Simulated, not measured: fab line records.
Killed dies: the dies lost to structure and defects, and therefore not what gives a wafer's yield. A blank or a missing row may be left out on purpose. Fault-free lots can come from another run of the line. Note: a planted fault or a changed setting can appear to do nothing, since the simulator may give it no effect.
Matching of chambers + flow sky130 + SKY_VIA4_HDPCVD_00 on hdpcvd-02: 3 sister chambers
The step deposits SiO2, target thk 1750 nm, time 291.7 s. 6 wafers are shown with their chamber, then 7 later ones without.

EACH WAFER AND ITS CHAMBER
| wafer  | chamber | run length s (s) | pressure mtorr (mTorr) |
|--------|---------|------------------|------------------------|
| L262.5 | 0       | 319.6            | 6.003                  |
| L275.4 | 1       | 318.7            | 6.009                  |
| L277.1 | 1       | 318.3            | 6.010                  |
| L277.6 | 2       | 319.5            | 5.994                  |
| L279.1 | 2       | 319.5            | 6.024                  |
| L279.2 | 0       | 319.2            | 5.989                  |

WAFERS WHOSE CHAMBER IS MISSING
| wafer  | run length s (s) | pressure mtorr (mTorr) |
|--------|------------------|------------------------|
| L279.3 | 318.6            | 6.002                  |
| L281.1 | 319.9            | 6.002                  |
| L281.5 | 319.4            | 6.001                  |
| L281.6 | 318.3            | 5.998                  |
| L282.1 | 318.6            | 6.011                  |
| L282.4 | 319.4            | 5.989                  |
| L282.6 | 320.0            | 6.002                  |

WHICH CHAMBER EACH WENT THROUGH
| wafer  | from the rows above     | in truth |
|--------|-------------------------|----------|
| L279.3 | 1                       | 1        |
| L281.1 | can't be placed: 2 or 0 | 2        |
| L281.5 | can't be placed: 0 or 2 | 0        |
| L281.6 | 1                       | 1        |
| L282.1 | 1                       | 1        |
| L282.4 | can't be placed: 0 or 2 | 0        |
| L282.6 | can't be placed: 2 or 0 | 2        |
3 of 7 placed correctly. Not placeable from these rows: 4 (in 4, the candidates include the true chamber). Placed wrongly: 0.
How it was worked out, from the rows above alone: a wafer's distance from a chamber is the root of the sum, over the readings, of the square of ((its reading less the chamber's mean) divided by the reading's scatter). The wafer belongs to the nearest chamber; if the next one is less than 2 further off, it can't be placed. Each chamber's mean is taken over the wafers shown for it. The scatter: take each reading less its chamber's mean, square it, sum over the shown wafers, divide by the number of wafers less the number of chambers, and take the root.
